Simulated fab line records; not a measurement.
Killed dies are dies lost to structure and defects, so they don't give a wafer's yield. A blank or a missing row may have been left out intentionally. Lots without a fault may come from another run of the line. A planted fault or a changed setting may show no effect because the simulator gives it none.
Chamber matching / flow sky130 / cmp-01 running SKY_CONTACT_CMP_04: 4 sister chambers
The step polishes SiO2. 8 wafers are shown with their chamber, then 7 later ones without.

## WAFERS WITH THEIR CHAMBER
wafer=L978.5; chamber=2; motor current A (A)=11.7; slurry flow ml min=149.8
wafer=L990.1; chamber=1; motor current A (A)=12.0; slurry flow ml min=150.8
wafer=L990.2; chamber=3; motor current A (A)=11.7; slurry flow ml min=150.9
wafer=L991.1; chamber=2; motor current A (A)=11.0; slurry flow ml min=149.8
wafer=L991.3; chamber=0; motor current A (A)=12.9; slurry flow ml min=150.1
wafer=L991.6; chamber=0; motor current A (A)=12.5; slurry flow ml min=150.4
wafer=L995.1; chamber=3; motor current A (A)=11.2; slurry flow ml min=149.8
wafer=L995.4; chamber=1; motor current A (A)=12.2; slurry flow ml min=150.2

## WAFERS WITHOUT THEIR CHAMBER
wafer=L995.6; motor current A (A)=11.6; slurry flow ml min=149.7
wafer=L996.2; motor current A (A)=11.0; slurry flow ml min=149.1
wafer=L996.5; motor current A (A)=12.0; slurry flow ml min=150.3
wafer=L996.6; motor current A (A)=12.0; slurry flow ml min=150.0
wafer=L998.1; motor current A (A)=12.2; slurry flow ml min=150.2
wafer=L998.2; motor current A (A)=11.2; slurry flow ml min=150.0
wafer=L998.3; motor current A (A)=12.1; slurry flow ml min=151.0

## EACH ONE'S CHAMBER
wafer=L995.6; from the rows above=can't be placed: 2 or 3 or 1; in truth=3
wafer=L996.2; from the rows above=can't be placed: 2 or 3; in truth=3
wafer=L996.5; from the rows above=can't be placed: 1 or 3 or 0 or 2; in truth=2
wafer=L996.6; from the rows above=can't be placed: 1 or 3 or 2 or 0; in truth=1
wafer=L998.1; from the rows above=can't be placed: 1 or 0 or 3 or 2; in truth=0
wafer=L998.2; from the rows above=can't be placed: 2 or 3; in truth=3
wafer=L998.3; from the rows above=can't be placed: 1 or 3 or 0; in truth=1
0 of 7 placed correctly. Cannot be placed on the basis of these rows: 7; the candidates contain the true chamber in 7. Placed wrongly: 0.
How it was worked out, from the rows above alone: a wafer's distance from a chamber is the root of the sum, over the readings, of the square of ((its reading less the chamber's mean) divided by the reading's scatter). If the next closest chamber is less than 2 further off than the closest, the wafer can't be placed; otherwise it belongs to the closest. A chamber's mean is the mean of its shown wafers. The scatter: the root of (the sum of the squares of (reading less its chamber's mean) over the shown wafers, divided by (wafers less chambers)).
